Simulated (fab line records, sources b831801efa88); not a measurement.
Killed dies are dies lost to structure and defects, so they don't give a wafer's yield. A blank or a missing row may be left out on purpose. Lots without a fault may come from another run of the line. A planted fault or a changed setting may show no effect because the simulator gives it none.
Chamber matching | flow gf180mcu | GF_M5_ETCH_09 on rie_diel-03: 4 sister chambers
The step etches Si3N4 in CF4/O2, target depth 52 nm, time 11.6 s. 18 wafers are shown with their chamber, then 9 later ones without.

WAFERS WITH THEIR CHAMBER
wafer  | chamber | drypump_motor_current_A (A) | rf_fwd_power_W (W) | oes_product_au (a.u.)
L075.2 | 0       | 5.2                         | 782                | 1.009
L075.3 | 3       | 5.5                         | 783                | 1.012
L075.4 | 1       | 5.1                         | 797                | 1.016
L080.4 | 1       | 5.1                         | 790                | 1.022
L080.5 | 0       | 5.3                         | 779                | 1.010
L080.6 | 3       | 5.5                         | 785                | 1.017
L083.3 | 3       | 5.4                         | 780                | 1.011
L083.5 | 0       | 5.3                         | 782                | 1.004
L083.6 | 1       | 5.1                         | 790                | 1.013
L087.2 | 3       | 5.4                         | 783                | 1.028
L087.4 | 2       | 5.9                         | 782                | 1.013
L087.6 | 0       | 5.3                         | 782                | 1.004
L088.2 | 3       | 5.4                         | 778                | 1.007
L088.3 | 0       | 5.3                         | 782                | 0.988
L088.4 | 2       | 5.8                         | 781                | 1.010
L090.2 | 2       | 5.9                         | 780                | 1.018
L090.3 | 1       | 5.1                         | 796                | 1.008
L090.5 | 2       | 5.9                         | 780                | 1.015

SIGNATURES (means of the wafers above)
reading                 | chamber 0 | chamber 1 | chamber 2 | chamber 3 | scatter within a chamber
drypump_motor_current_A | 5.280     | 5.100     | 5.875     | 5.440     | 0.0443
rf_fwd_power_W          | 781.40    | 793.25    | 780.75    | 781.80    | 2.44
oes_product_au          | 1.00300   | 1.01475   | 1.01400   | 1.01500   | 0.00713
Rule: a wafer's distance from a chamber is the root of the sum, over the readings, of the square of ((its reading less the chamber's mean) divided by the reading's scatter). The wafer belongs to the nearest chamber; if the next one is less than 2 further off, it can't be placed. The scatter: the root of (the sum of the squares of (reading less its chamber's mean) over the shown wafers, divided by (wafers less chambers)).

WAFERS WITHOUT THEIR CHAMBER
wafer  | drypump_motor_current_A (A) | rf_fwd_power_W (W) | oes_product_au (a.u.)
L093.1 | 5.0                         | 790                | 1.014
L093.5 | 5.9                         | 781                | 1.006
L093.6 | 5.1                         | 791                | 1.015
L095.2 | 5.9                         | 778                | 1.004
L095.5 | 5.1                         | 793                | 1.008
L095.6 | 5.3                         | 779                | 0.972
L096.1 | 5.1                         | 792                | 1.018
L096.3 | 5.9                         | 785                | 1.002
L096.5 | 5.3                         | 785                | 0.972

WHICH CHAMBER EACH WENT THROUGH
wafer  | from the rows above | in truth
L093.1 | 1                   | 1
L093.5 | 2                   | 2
L093.6 | 1                   | 1
L095.2 | 2                   | 2
L095.5 | 1                   | 1
L095.6 | 0                   | 0
L096.1 | 1                   | 1
L096.3 | 2                   | 2
L096.5 | 0                   | 0
Placed correctly: 9 of 9. Can't be placed from these rows: 0. Placed wrongly: 0.
